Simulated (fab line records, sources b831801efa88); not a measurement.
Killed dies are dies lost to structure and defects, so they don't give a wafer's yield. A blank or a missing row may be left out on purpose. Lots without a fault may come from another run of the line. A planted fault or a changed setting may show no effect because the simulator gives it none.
Chamber matching | flow sfq_line | SFQ_TRILAYER_I0_CMP_CMP_028 on cmp-01: 4 sister chambers
The step polishes SiO2. 4 wafers are shown with their chamber, then 7 later ones without.

WAFERS WITH THEIR CHAMBER
wafer  | chamber | motor_current_A (A)
L841.3 | 0       | 9.9
L848.6 | 1       | 11.0
L850.3 | 3       | 10.7
L850.4 | 2       | 9.3

WAFERS WITHOUT THEIR CHAMBER
wafer  | motor_current_A (A)
L850.6 | 9.6
L852.3 | 9.9
L852.2 | 10.8
L852.4 | 9.3
L854.1 | 10.0
L854.3 | 9.0
L854.6 | 9.1

WHICH CHAMBER EACH WENT THROUGH
wafer  | from the rows above     | in truth
L850.6 | can't be placed: 2 or 0 | 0
L852.3 | 0                       | 0
L852.2 | can't be placed: 3 or 1 | 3
L852.4 | 2                       | 2
L854.1 | 0                       | 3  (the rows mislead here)
L854.3 | 2                       | 2
L854.6 | 2                       | 2
Placed correctly: 4 of 7. Can't be placed from these rows: 2 (the true chamber is among the candidates in 2). Placed wrongly: 1.
How it was worked out, from the rows above alone: a wafer's distance from a chamber is the root of the sum, over the readings, of the square of ((its reading less the chamber's mean) divided by the reading's scatter). The wafer belongs to the nearest chamber; if the next one is less than 2 further off, it can't be placed. A chamber's mean is the mean of its shown wafers. The scatter: with one shown wafer a chamber, the root of the mean of the squares of how far each hidden wafer lies from its nearest shown one.
